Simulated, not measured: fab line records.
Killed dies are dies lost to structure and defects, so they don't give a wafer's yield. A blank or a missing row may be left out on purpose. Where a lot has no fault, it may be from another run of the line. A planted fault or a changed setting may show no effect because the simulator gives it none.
What tool caused it? :: flow sfqLine :: 14 lots with 42 wafers sampled at 5 steps, on a route of 325 steps

WHAT EACH GAUGE READ, for each wafer
SFQ_M8_BOW_MEAS_951. Usual: M8_BOW typically reads 6 um, with standard deviation 12.
lot: L115
measured: day 75 06:49
on: filmMetro-03
M8_BOW (um): -9 -5 -6
flag: 

lot: L116
measured: day 76 00:50
on: filmMetro-03
M8_BOW (um): 20 1 19
flag: 

lot: L117
measured: day 76 14:59
on: filmMetro-01
M8_BOW (um): 29 17 21
flag: 

lot: L118
measured: day 76 18:35
on: filmMetro-03
M8_BOW (um): 11 9 14
flag: 

lot: L119
measured: day 77 02:34
on: filmMetro-03
M8_BOW (um): -19 9 -8
flag: 

lot: L120
measured: day 77 17:56
on: filmMetro-02
M8_BOW (um): 12 17 4
flag: 

lot: L121
measured: day 77 19:07
on: filmMetro-02
M8_BOW (um): -1 -2 -15
flag: 

lot: L129
measured: day 85 20:45
on: filmMetro-01
M8_BOW (um): 9 5 17
flag: 

lot: L130
measured: day 86 00:20
on: filmMetro-03
M8_BOW (um): 24 20 21
flag: 

lot: L131
measured: day 87 15:08
on: filmMetro-02
M8_BOW (um): -6 1 -12
flag: 

lot: L133
measured: day 88 12:08
on: filmMetro-01
M8_BOW (um): 19 23 16
flag: 

lot: L135
measured: day 90 13:21
on: filmMetro-03
M8_BOW (um): 24 15 27
flag: 

lot: L136
measured: day 90 20:32
on: filmMetro-03
M8_BOW (um): 2 -9 9
flag: 

lot: L137
measured: day 90 21:45
on: filmMetro-03
M8_BOW (um): -5 1 9
flag: 

WHAT TOOL EACH LOT RAN ON (gives the tool, then ch and the chambers of the sampled wafers, and finally the start)
lot: L115
SFQ_TRILAYER_M0_BARC_OPEN_METAL_ETCH_031: rieMetal-04 ch 0,1, day 8 18:44
SFQ_TRILAYER_I6_DEP_PECVD_165: pecvd-02 ch 0,1, day 65 13:42
SFQ_TRILAYER_I6_CMP_CMP_166: cmp-02 ch 0,2,3, day 65 19:22
SFQ_TRILAYER_I6_VIA_BARC_OPEN_VIA_ETCH_235: rieDiel-04 ch 1,2,3, day 70 03:04

lot: L116
SFQ_TRILAYER_M0_BARC_OPEN_METAL_ETCH_031: rieMetal-03 ch 0,1, day 9 08:58
SFQ_TRILAYER_I6_DEP_PECVD_165: pecvd-02 ch 0,2, day 70 17:24
SFQ_TRILAYER_I6_CMP_CMP_166: cmp-02 ch 0,1,2, day 70 17:29
SFQ_TRILAYER_I6_VIA_BARC_OPEN_VIA_ETCH_235: rieDiel-04 ch 0,3, day 74 18:32

lot: L117
SFQ_TRILAYER_M0_BARC_OPEN_METAL_ETCH_031: rieMetal-02 ch 0,1, day 9 10:08
SFQ_TRILAYER_I6_DEP_PECVD_165: pecvd-03 ch 0,1,2, day 70 22:01
SFQ_TRILAYER_I6_CMP_CMP_166: cmp-02 ch 1,2,3, day 70 22:05
SFQ_TRILAYER_I6_VIA_BARC_OPEN_VIA_ETCH_235: rieDiel-03 ch 1,2,3, day 74 23:20

lot: L118
SFQ_TRILAYER_M0_BARC_OPEN_METAL_ETCH_031: rieMetal-03 ch 0,1, day 9 13:44
SFQ_TRILAYER_I6_DEP_PECVD_165: pecvd-04 ch 0,2, day 71 00:10
SFQ_TRILAYER_I6_CMP_CMP_166: cmp-01 ch 2,3, day 71 00:15
SFQ_TRILAYER_I6_VIA_BARC_OPEN_VIA_ETCH_235: rieDiel-04 ch 0,1,2, day 75 01:44

lot: L119
SFQ_TRILAYER_M0_BARC_OPEN_METAL_ETCH_031: rieMetal-04 ch 0, day 9 18:32
SFQ_TRILAYER_I6_DEP_PECVD_165: pecvd-03 ch 0,1,2, day 71 03:45
SFQ_TRILAYER_I6_CMP_CMP_166: cmp-01 ch 0,1, day 71 03:50
SFQ_TRILAYER_I6_VIA_BARC_OPEN_VIA_ETCH_235: rieDiel-02 ch 0,1, day 75 05:20

lot: L120
SFQ_TRILAYER_M0_BARC_OPEN_METAL_ETCH_031: rieMetal-02 ch 0, day 10 01:17
SFQ_TRILAYER_I6_DEP_PECVD_165: pecvd-02 ch 0,1, day 71 07:32
SFQ_TRILAYER_I6_CMP_CMP_166: cmp-01 ch 2,3, day 71 07:37
SFQ_TRILAYER_I6_VIA_BARC_OPEN_VIA_ETCH_235: rieDiel-03 ch 0,1,3, day 75 07:44

lot: L121
SFQ_TRILAYER_M0_BARC_OPEN_METAL_ETCH_031: rieMetal-04 ch 0,1, day 10 02:29
SFQ_TRILAYER_I6_DEP_PECVD_165: pecvd-02 ch 0,1,2, day 71 09:56
SFQ_TRILAYER_I6_CMP_CMP_166: cmp-02 ch 0,2,3, day 71 11:31
SFQ_TRILAYER_I6_VIA_BARC_OPEN_VIA_ETCH_235: rieDiel-03 ch 0,3, day 75 11:20

lot: L129
SFQ_TRILAYER_M0_BARC_OPEN_METAL_ETCH_031: rieMetal-03 ch 0,1, day 12 05:20
SFQ_TRILAYER_I6_DEP_PECVD_165: pecvd-02 ch 0,1, day 76 00:23
SFQ_TRILAYER_I6_CMP_CMP_166: cmp-01 ch 2,3, day 76 00:28
SFQ_TRILAYER_I6_VIA_BARC_OPEN_VIA_ETCH_235: rieDiel-02 ch 0,1,3, day 76 21:51

lot: L130
SFQ_TRILAYER_M0_BARC_OPEN_METAL_ETCH_031: rieMetal-04 ch 0, day 12 12:23
SFQ_TRILAYER_I6_DEP_PECVD_165: pecvd-02 ch 0,2, day 76 09:53
SFQ_TRILAYER_I6_CMP_CMP_166: cmp-01 ch 2,3, day 76 10:28
SFQ_TRILAYER_I6_VIA_BARC_OPEN_VIA_ETCH_235: rieDiel-02 ch 0,2,3, day 79 03:59

lot: L131
SFQ_TRILAYER_M0_BARC_OPEN_METAL_ETCH_031: rieMetal-02 ch 0,1, day 12 20:47
SFQ_TRILAYER_I6_DEP_PECVD_165: pecvd-03 ch 0,1,2, day 76 18:20
SFQ_TRILAYER_I6_CMP_CMP_166: cmp-02 ch 2,3, day 76 18:52
SFQ_TRILAYER_I6_VIA_BARC_OPEN_VIA_ETCH_235: rieDiel-02 ch 0,2,3, day 80 02:54

lot: L133
SFQ_TRILAYER_M0_BARC_OPEN_METAL_ETCH_031: rieMetal-04 ch 0,1, day 13 18:37
SFQ_TRILAYER_I6_DEP_PECVD_165: pecvd-04 ch 0,2, day 77 01:29
SFQ_TRILAYER_I6_CMP_CMP_166: cmp-02 ch 0,3, day 77 02:04
SFQ_TRILAYER_I6_VIA_BARC_OPEN_VIA_ETCH_235: rieDiel-03 ch 0,1, day 80 07:42

lot: L135
SFQ_TRILAYER_M0_BARC_OPEN_METAL_ETCH_031: rieMetal-04 ch 0,1, day 18 23:19
SFQ_TRILAYER_I6_DEP_PECVD_165: pecvd-03 ch 0,1, day 77 08:41
SFQ_TRILAYER_I6_CMP_CMP_166: cmp-01 ch 0,1, day 77 13:22
SFQ_TRILAYER_I6_VIA_BARC_OPEN_VIA_ETCH_235: rieDiel-03 ch 0,2,3, day 80 17:18

lot: L136
SFQ_TRILAYER_M0_BARC_OPEN_METAL_ETCH_031: rieMetal-03 ch 0,1, day 19 11:19
SFQ_TRILAYER_I6_DEP_PECVD_165: pecvd-03 ch 0,1, day 77 13:13
SFQ_TRILAYER_I6_CMP_CMP_166: cmp-01 ch 1,2,3, day 77 18:52
SFQ_TRILAYER_I6_VIA_BARC_OPEN_VIA_ETCH_235: rieDiel-02 ch 0,1,2, day 81 00:02

lot: L137
SFQ_TRILAYER_M0_BARC_OPEN_METAL_ETCH_031: rieMetal-03 ch 0,1, day 19 14:55
SFQ_TRILAYER_I6_DEP_PECVD_165: pecvd-04 ch 0,1,2, day 77 15:37
SFQ_TRILAYER_I6_CMP_CMP_166: cmp-02 ch 1,2,3, day 77 20:43
SFQ_TRILAYER_I6_VIA_BARC_OPEN_VIA_ETCH_235: rieDiel-04 ch 0,2, day 81 01:14
- SFQ_TRILAYER_M0_BARC_OPEN_METAL_ETCH_031: etches BARC in O2, target depth 125 nm, time 41.7 s.
- SFQ_TRILAYER_I6_DEP_PECVD_165: deposits SiO2 from SiH4/N2O, time 111.11 s, target thk 500 nm.
- SFQ_TRILAYER_I6_CMP_CMP_166: polishes SiO2.
- SFQ_TRILAYER_I6_VIA_BARC_OPEN_VIA_ETCH_235: etches BARC in O2, target depth 125 nm, time 41.7 s.

AS READ BY THE TOOLS THEMSELVES (means over the sampled wafers that have a number; for cases with no such wafer, the mark the record gives instead)
SFQ_TRILAYER_M0_BARC_OPEN_METAL_ETCH_031. Usual: biasW 80.00 W, standard deviation 0.23; drypumpMotorCurrentA 5.5 A, standard deviation 0.32; oesProductAu 0.686 a.u., standard deviation 0.0042; rfFwdPowerW 593.3 W, standard deviation 2.4.
lot: L115
tool: rieMetal-04
biasW (W): 79.84
drypumpMotorCurrentA (A): 5.8
oesProductAu (a.u.): 0.682
rfFwdPowerW (W): 594.2
flag: 

lot: L116
tool: rieMetal-03
biasW (W): 80.02
drypumpMotorCurrentA (A): 5.2
oesProductAu (a.u.): 0.688
rfFwdPowerW (W): 595.0
flag: 

lot: L117
tool: rieMetal-02
biasW (W): 79.99
drypumpMotorCurrentA (A): 5.2
oesProductAu (a.u.): 0.687
rfFwdPowerW (W): 589.2
flag: 

lot: L118
tool: rieMetal-03
biasW (W): 79.82
drypumpMotorCurrentA (A): 5.2
oesProductAu (a.u.): 0.684
rfFwdPowerW (W): 595.4
flag: 

lot: L119
tool: rieMetal-04
biasW (W): 80.21
drypumpMotorCurrentA (A): 5.7
oesProductAu (a.u.): 0.684
rfFwdPowerW (W): 595.5
flag: 

lot: L120
tool: rieMetal-02
biasW (W): 79.81
drypumpMotorCurrentA (A): 5.0
oesProductAu (a.u.): 0.685
rfFwdPowerW (W): 592.0
flag: 

lot: L121
tool: rieMetal-04
biasW (W): 79.83
drypumpMotorCurrentA (A): 5.8
oesProductAu (a.u.): 0.683
rfFwdPowerW (W): 593.0
flag: 

lot: L129
tool: rieMetal-03
biasW (W): 79.70
drypumpMotorCurrentA (A): 5.2
oesProductAu (a.u.): 0.690
rfFwdPowerW (W): 595.0
flag: 

lot: L130
tool: rieMetal-04
biasW (W): 80.24
drypumpMotorCurrentA (A): 5.7
oesProductAu (a.u.): 0.690
rfFwdPowerW (W): 595.8
flag: 

lot: L131
tool: rieMetal-02
biasW (W): 79.93
drypumpMotorCurrentA (A): 5.2
oesProductAu (a.u.): 0.685
rfFwdPowerW (W): 591.1
flag: 

lot: L133
tool: rieMetal-04
biasW (W): 80.02
drypumpMotorCurrentA (A): 5.8
oesProductAu (a.u.): 0.688
rfFwdPowerW (W): 593.8
flag: 

lot: L135
tool: rieMetal-04
biasW (W): 79.96
drypumpMotorCurrentA (A): 5.8
oesProductAu (a.u.): 0.684
rfFwdPowerW (W): 592.5
flag: 

lot: L136
tool: rieMetal-03
biasW (W): 80.02
drypumpMotorCurrentA (A): 5.2
oesProductAu (a.u.): 0.682
rfFwdPowerW (W): 597.5
flag: 

lot: L137
tool: rieMetal-03
biasW (W): 79.96
drypumpMotorCurrentA (A): 5.2
oesProductAu (a.u.): 0.687
rfFwdPowerW (W): 594.8
flag: 

SFQ_TRILAYER_I6_DEP_PECVD_165. Usual: heaterPowerW 91 W, standard deviation 12; rfFwdPowerW 182.2 W, standard deviation 0.68; runLengthS 139.1 s, standard deviation 0.54; susceptorTempC 150.01 C, standard deviation 0.13; throttleValvePct 24.5 %, standard deviation 1.5.
lot: L115
tool: pecvd-02
heaterPowerW (W): 102
rfFwdPowerW (W): 182.4
runLengthS (s): 139.5
susceptorTempC (C): 149.99
throttleValvePct (%): 24.8
flag: 

lot: L116
tool: pecvd-02
heaterPowerW (W): 95
rfFwdPowerW (W): 182.3
runLengthS (s): 139.3
susceptorTempC (C): 150.12
throttleValvePct (%): 24.2
flag: 

lot: L117
tool: pecvd-03
heaterPowerW (W): 93
rfFwdPowerW (W): 182.0
runLengthS (s): 138.6
susceptorTempC (C): 149.97
throttleValvePct (%): 24.7
flag: 

lot: L118
tool: pecvd-04
heaterPowerW (W): 83
rfFwdPowerW (W): 181.2
runLengthS (s): 138.8
susceptorTempC (C): 150.13
throttleValvePct (%): 24.0
flag: 

lot: L119
tool: pecvd-03
heaterPowerW (W): 92
rfFwdPowerW (W): 182.4
runLengthS (s): 138.8
susceptorTempC (C): 150.00
throttleValvePct (%): 24.7
flag: 

lot: L120
tool: pecvd-02
heaterPowerW (W): 106
rfFwdPowerW (W): 181.9
runLengthS (s): 139.4
susceptorTempC (C): 150.23
throttleValvePct (%): 24.9
flag: 

lot: L121
tool: pecvd-02
heaterPowerW (W): 100
rfFwdPowerW (W): 182.6
runLengthS (s): 139.3
susceptorTempC (C): 149.88
throttleValvePct (%): 25.2
flag: 

lot: L129
tool: pecvd-02
heaterPowerW (W): 98
rfFwdPowerW (W): 182.3
runLengthS (s): 135.5
susceptorTempC (C): 150.22
throttleValvePct (%): 26.1
flag: OFF

lot: L130
tool: pecvd-02
heaterPowerW (W): 107
rfFwdPowerW (W): 182.9
runLengthS (s): 135.2
susceptorTempC (C): 150.05
throttleValvePct (%): 23.9
flag: OFF

lot: L131
tool: pecvd-03
heaterPowerW (W): 96
rfFwdPowerW (W): 182.6
runLengthS (s): 138.6
susceptorTempC (C): 150.03
throttleValvePct (%): 23.7
flag: 

lot: L133
tool: pecvd-04
heaterPowerW (W): 78
rfFwdPowerW (W): 182.2
runLengthS (s): 138.9
susceptorTempC (C): 149.93
throttleValvePct (%): 24.7
flag: 

lot: L135
tool: pecvd-03
heaterPowerW (W): 102
rfFwdPowerW (W): 181.9
runLengthS (s): 138.4
susceptorTempC (C): 149.97
throttleValvePct (%): 24.0
flag: 

lot: L136
tool: pecvd-03
heaterPowerW (W): 100
rfFwdPowerW (W): 182.2
runLengthS (s): 138.4
susceptorTempC (C): 149.98
throttleValvePct (%): 24.0
flag: 

lot: L137
tool: pecvd-04
heaterPowerW (W): 79
rfFwdPowerW (W): 182.0
runLengthS (s): 139.1
susceptorTempC (C): 150.02
throttleValvePct (%): 24.2
flag: 

SFQ_TRILAYER_I6_CMP_CMP_166. Usual: motorCurrentA 10.4 A, standard deviation 1.2; platenRpm 60.00 rpm, standard deviation 0.041; timeToEndpointS 219 s, standard deviation 8.
lot: L115
tool: cmp-02
motorCurrentA (A): 10.7
platenRpm (rpm): 60.02
timeToEndpointS (s): 210
flag: 

lot: L116
tool: cmp-02
motorCurrentA (A): 11.0
platenRpm (rpm): 59.99
timeToEndpointS (s): 226
flag: 

lot: L117
tool: cmp-02
motorCurrentA (A): 11.5
platenRpm (rpm): 59.95
timeToEndpointS (s): 210
flag: 

lot: L118
tool: cmp-01
motorCurrentA (A): 10.2
platenRpm (rpm): 59.98
timeToEndpointS (s): 221
flag: 

lot: L119
tool: cmp-01
motorCurrentA (A): 9.6
platenRpm (rpm): 59.96
timeToEndpointS (s): 226
flag: 

lot: L120
tool: cmp-01
motorCurrentA (A): 10.3
platenRpm (rpm): 60.03
timeToEndpointS (s): 222
flag: 

lot: L121
tool: cmp-02
motorCurrentA (A): 10.5
platenRpm (rpm): 59.97
timeToEndpointS (s): 210
flag: 

lot: L129
tool: cmp-01
motorCurrentA (A): 10.2
platenRpm (rpm): 60.04
timeToEndpointS (s): 202
flag: 

lot: L130
tool: cmp-01
motorCurrentA (A): 10.0
platenRpm (rpm): 59.99
timeToEndpointS (s): 206
flag: 

lot: L131
tool: cmp-02
motorCurrentA (A): 11.1
platenRpm (rpm): 60.00
timeToEndpointS (s): 224
flag: 

lot: L133
tool: cmp-02
motorCurrentA (A): 11.2
platenRpm (rpm): 59.99
timeToEndpointS (s): 225
flag: 

lot: L135
tool: cmp-01
motorCurrentA (A): 9.2
platenRpm (rpm): 59.99
timeToEndpointS (s): 216
flag: 

lot: L136
tool: cmp-01
motorCurrentA (A): 9.7
platenRpm (rpm): 60.00
timeToEndpointS (s): 209
flag: 

lot: L137
tool: cmp-02
motorCurrentA (A): 11.4
platenRpm (rpm): 60.00
timeToEndpointS (s): 219
flag: 

SFQ_TRILAYER_I6_VIA_BARC_OPEN_VIA_ETCH_235. Usual: biasW 80.02 W, standard deviation 0.23; drypumpMotorCurrentA 5.7 A, standard deviation 0.38; oesProductAu 0.686 a.u., standard deviation 0.0046; rfFwdPowerW 494.6 W, standard deviation 2.4.
lot: L115
tool: rieDiel-04
biasW (W): 80.16
drypumpMotorCurrentA (A): 6.0
oesProductAu (a.u.): 0.683
rfFwdPowerW (W): 495.9
flag: 

lot: L116
tool: rieDiel-04
biasW (W): 80.00
drypumpMotorCurrentA (A): 6.2
oesProductAu (a.u.): 0.688
rfFwdPowerW (W): 494.0
flag: 

lot: L117
tool: rieDiel-03
biasW (W): 79.84
drypumpMotorCurrentA (A): 5.7
oesProductAu (a.u.): 0.686
rfFwdPowerW (W): 494.7
flag: 

lot: L118
tool: rieDiel-04
biasW (W): 79.76
drypumpMotorCurrentA (A): 6.0
oesProductAu (a.u.): 0.685
rfFwdPowerW (W): 495.9
flag: 

lot: L119
tool: rieDiel-02
biasW (W): 79.83
drypumpMotorCurrentA (A): 5.3
oesProductAu (a.u.): 0.683
rfFwdPowerW (W): 498.4
flag: 

lot: L120
tool: rieDiel-03
biasW (W): 80.06
drypumpMotorCurrentA (A): 5.4
oesProductAu (a.u.): 0.685
rfFwdPowerW (W): 492.3
flag: 

lot: L121
tool: rieDiel-03
biasW (W): 80.16
drypumpMotorCurrentA (A): 5.3
oesProductAu (a.u.): 0.685
rfFwdPowerW (W): 493.8
flag: 

lot: L129
tool: rieDiel-02
biasW (W): 79.92
drypumpMotorCurrentA (A): 5.4
oesProductAu (a.u.): 0.688
rfFwdPowerW (W): 495.7
flag: 

lot: L130
tool: rieDiel-02
biasW (W): 80.00
drypumpMotorCurrentA (A): 5.7
oesProductAu (a.u.): 0.684
rfFwdPowerW (W): 494.5
flag: 

lot: L131
tool: rieDiel-02
biasW (W): 80.02
drypumpMotorCurrentA (A): 5.7
oesProductAu (a.u.): 0.690
rfFwdPowerW (W): 495.9
flag: 

lot: L133
tool: rieDiel-03
biasW (W): 79.92
drypumpMotorCurrentA (A): 5.6
oesProductAu (a.u.): 0.686
rfFwdPowerW (W): 492.5
flag: 

lot: L135
tool: rieDiel-03
biasW (W): 80.04
drypumpMotorCurrentA (A): 5.6
oesProductAu (a.u.): 0.685
rfFwdPowerW (W): 493.6
flag: 

lot: L136
tool: rieDiel-02
biasW (W): 79.86
drypumpMotorCurrentA (A): 5.4
oesProductAu (a.u.): 0.686
rfFwdPowerW (W): 495.7
flag: 

lot: L137
tool: rieDiel-04
biasW (W): 80.07
drypumpMotorCurrentA (A): 6.0
oesProductAu (a.u.): 0.691
rfFwdPowerW (W): 495.4
flag: 

THE ANSWER, worked out from the rows above alone
Rule: take the mean of a lot's wafers that have a number; if it is more than 3 standard deviations from the usual mean, the lot is off. Also off: a lot with no number at a reading for which 4 or more lots have one. Any other lot the step has rows for is counted as sound. First the gauges in route order, then the tools' own readings, where a lot's mean is used as printed above. At the first step where some lot is off, the reading lying furthest off is the one used; lots without a number count as furthest.
Off: L129, L130, at SFQ_TRILAYER_I6_DEP_PECVD_165 (runLengthS).
If a tool, at that step or one of the process steps before it, ran each lot that is off and ran no sound lot following the first of them, it fits. One fits: SFQ_TRILAYER_I6_DEP_PECVD_165 on pecvd-02. A fault onset in the window from L121 (day 71 09:56, its last sound lot) to L129 (day 76 00:23, its first lot off) fits.
On the lots that are off, the tool's own readings at SFQ_TRILAYER_I6_DEP_PECVD_165 differ by more than 5 times the standard deviation of the sound lots' means, which bears it out; runLengthS reads 135.3 s there versus 138.9 s on the sound lots.

WHAT THE SIMULATOR HAD PUT IN
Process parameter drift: pecvd-02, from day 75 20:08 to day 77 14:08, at SFQ_TRILAYER_I6_DEP_PECVD_165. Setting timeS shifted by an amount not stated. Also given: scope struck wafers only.
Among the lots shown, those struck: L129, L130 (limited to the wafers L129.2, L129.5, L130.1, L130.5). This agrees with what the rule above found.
